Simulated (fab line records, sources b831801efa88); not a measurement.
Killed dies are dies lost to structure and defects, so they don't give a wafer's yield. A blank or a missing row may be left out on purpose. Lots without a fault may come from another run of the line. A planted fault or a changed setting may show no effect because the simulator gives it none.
A struck lot beside a sound one | flow gf180mcu | 16 steps out of a route of 602
Sound: wafers L433.2, L433.3, L433.6. Struck: wafers L435.3, L435.4. (L435.5 of the same lot was not struck and is left out.) The cause comes at the end.
At each step with rows: each side's tool, then ch and its chambers, then its first start. Under that, the readings that differ: sound wafers | struck wafers | difference of the means | sigmas: that difference in standard deviations of wafers without a fault.
alike: readings whose means differ by less than 2 such deviations, and words and numbers that are the same on both sides. not compared: withheld readings, readings that some wafer has no value for, bounds like >300 that may hide the same value, and numbers for which the record gives no deviation and whose values overlap.
The two part at a step that has a row with sigmas, a row that says differs or no value, or rows on one side only. Numbers that don't overlap but have no deviation are shown without sigmas and don't part them. A reading that every wafer of one side lacks parts them only if that side has two wafers or more.

first, 4 steps without rows for these wafers: GF_SAB_SOFTBAKE_05 (time 60 s); GF_SAB_EXPOSE_06 (exposes mask SAB, target cd 420 nm); GF_SAB_PEB_07; GF_SAB_DEVELOP_08 (develop time 60 s).
GF_SAB_CD_MEAS_09: target cd 420 nm.
  sound on cd_sem-01, day 16 16:11; struck on cd_sem-01, day 17 09:41
  reading    | sound             | struck      | difference | sigmas
  cd_nm (nm) | 417.1 416.8 418.8 | 423.2 425.2 | +6.6       | +3
GF_SAB_OVL_MEAS_10:
  sound on overlay-02, day 16 16:17; struck on overlay-02, day 17 09:47
  alike: SAB_OVL
GF_SAB_ETCH_11: etches SiO2 in C4F8/O2/Ar, target depth 55 nm, time 8.5 s.
  sound on rie_diel-04 ch 0,1,2, day 16 16:19; struck on rie_diel-02 ch 0,1, day 17 09:48
  reading               | sound             | struck      | difference | sigmas
  oes_product_au (a.u.) | 1.008 1.018 1.004 | 0.987 0.978 | -0.028     | -2
  not compared: rf_hours_counter_h
then, 1 step without rows for these wafers: GF_SAB_WET_ETCH_12 (etches SiO2 in dHF, target depth 22 nm, time 440 s).
GF_SAB_STRIP_13: strips in O2/N2.
  sound on plasma_asher-04 ch 0,1, day 16 16:28; struck on plasma_asher-04 ch 0,1, day 17 09:59
  reading                      | sound             | struck      | difference | sigmas
  strip_time_to_endpoint_s (s) | 12.56 12.58 12.56 | 12.69 12.66 | +0.11      | +2
  alike: drypump_motor_current_A, heater_power_w, n2_flow_sccm, oes_product_au
  not compared: rf_hours_counter_h
then, 2 steps without rows for these wafers: GF_SALICIDE_CLEAN_00 (cleans in SC1/SC2, time 150 s); GF_SALICIDE_WET_ETCH_01 (etches SiO2 in dHF, target depth 5 nm, time 100 s).
GF_SALICIDE_SPUTTER_02: material Co, target thk 10 nm, time 20 s.
  sound on pvd_sputter-01, day 16 16:39; struck on pvd_sputter-01, day 17 10:08
  alike: throttle_valve_pct
GF_SALICIDE_SPUTTER_03: material TiN, target thk 20 nm, time 16.7 s.
  sound on pvd_sputter-01, day 16 16:41; struck on pvd_sputter-01, day 17 10:10
  reading                                      | sound           | struck      | difference | sigmas
  model.TiN_of_SALICIDE_SPUTTER_03.thk_nm (nm) | 20.3 20.4 20.62 | 36.07 36.23 | +15.71     |
  alike: throttle_valve_pct
GF_SALICIDE_RS_MEAS_04: measures by four-point-probe.
  sound on film_metro-02, day 16 16:44; struck on film_metro-03, day 17 10:14
  reading                  | sound          | struck    | difference | sigmas
  SALICIDE_TIN_RS (ohm/sq) | 16.3 15.9 16.2 | 12.8 12.4 | -3.5       | -10
GF_SALICIDE_THK_MEAS_05: measures by xrf.
  sound on film_metro-02, day 16 16:50; struck on film_metro-03, day 17 10:20
  reading               | sound          | struck    | difference | sigmas
  SALICIDE_TIN_THK (nm) | 20.5 20.6 20.8 | 36.0 36.2 | +15.5      | +48
GF_SALICIDE_RTA_06: time 30 s.
  sound on rtp_anneal-02 ch 0, day 16 16:54; struck on rtp_anneal-02 ch 0, day 17 10:25
  alike: lamp_power_pct, wafer_temp_C_max

WHERE THEY PART
First at GF_SAB_CD_MEAS_09; last, within this record, at GF_SALICIDE_THK_MEAS_05. Later steps at which nothing parts them and some readings are alike: GF_SALICIDE_RTA_06.

WHY: what the simulator had put in
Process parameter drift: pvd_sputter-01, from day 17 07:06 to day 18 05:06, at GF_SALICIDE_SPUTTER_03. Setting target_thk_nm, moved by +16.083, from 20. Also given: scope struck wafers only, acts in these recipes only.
